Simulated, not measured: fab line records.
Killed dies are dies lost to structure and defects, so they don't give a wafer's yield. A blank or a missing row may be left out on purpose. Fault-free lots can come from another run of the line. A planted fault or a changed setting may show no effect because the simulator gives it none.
Problem report, 8D (eight disciplines) form, completed by code + flow sfq-line + the parts of the form that need people (team, actions taken, sign-off) are left out

== 1. THE PROBLEM ==
Wafers without a fault read 2999.9 rpm, standard deviation 1.9; spin-speed-rpm at SFQ_TRILAYER_M6_LITHO_COAT_159 reads a mean of 4061.2 rpm on 9 wafers belonging to 3 lots. So: +99 or more standard deviations from the usual mean.
The step: resist thk 600 nm.
Seen first at day 71 23:52 on litho-track-03, wafer L130.1. Wafers with a number at this step in the record: 21, from 7 lots. By rule, "out" or "out of limits" means more than 4 standard deviations away from the usual mean. The other wafers with a number count as sound.

== 2. WHAT IT IS, AND WHAT IT ISN'T ==
| question                    | is                     | is not                                                                   |
|-----------------------------|------------------------|--------------------------------------------------------------------------|
| which readings at this step | spin-speed-rpm         | resist-line-temp-C                                                       |
| which lots                  | L130, L132, L133       | L115, L118, L134, L137                                                   |
| which wafers of those lots  | all that have a number | -                                                                        |
| read on which tools         | litho-track-03         | litho-track-02                                                           |
| when                        | from day 71 23:52      | up to then (6 sound wafers); but 6 sound wafers of L134, L137 came after |

== 3. THE SUSPECTS, EACH WITH WHAT RULES IT OUT ==
Counting: a tool at a process step up to the reading stays a suspect if it ran every lot that is out and no sound lot after the first of them.
- litho-track-03 at SFQ_TRILAYER_M6_LITHO_COAT_159 (resist thk 600 nm): kept. Every lot that is out went through it, starting with L130 (day 71 23:52), and after that it ran no sound lot; the last sound lot it ran before then is L118 (day 67 21:44). On those wafers its own readings are out: spin-speed-rpm.
After counting, what remains is litho-track-03 at SFQ_TRILAYER_M6_LITHO_COAT_159.

== 4. THE CAUSE (what the simulator had put in) ==
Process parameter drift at SFQ_TRILAYER_M6_LITHO_COAT_159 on litho-track-03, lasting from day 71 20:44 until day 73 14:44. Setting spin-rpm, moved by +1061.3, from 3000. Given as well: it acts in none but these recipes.
After counting, this tool was the only one left.

== 5. THE CHAIN OF EFFECTS, in route order ==
Each row: a reading where the mean over the struck wafers with a number is more than 3 standard deviations away from the usual. Only readings whose record carries a usual standard deviation are examined. hours: median over the lots of the time between each lot's start at the first step of this table that gives one and its start at this step. sigmas: the change, counted in usual standard deviations.
| hours | step                           | reading        | usual      | on struck wafers | change  | sigmas      |
|-------|--------------------------------|----------------|------------|------------------|---------|-------------|
| 0     | SFQ_TRILAYER_M6_LITHO_COAT_159 | spin-speed-rpm | 2999.9 rpm | 4061.2           | +1061.3 | +99 or more |
Its process steps:
- SFQ_TRILAYER_M6_LITHO_COAT_159: resist thk 600 nm.
At these later measuring or inspecting steps, every struck wafer for which the step has a row has a number for every such reading, and none has moved that far: SFQ_M6_OVL_MEAS_940.

== 6. WHAT WOULD HAVE CAUGHT IT SOONER ==
In this record no reading fell out of limits until day 71 23:52, 3 hours after the fault had begun at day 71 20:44.
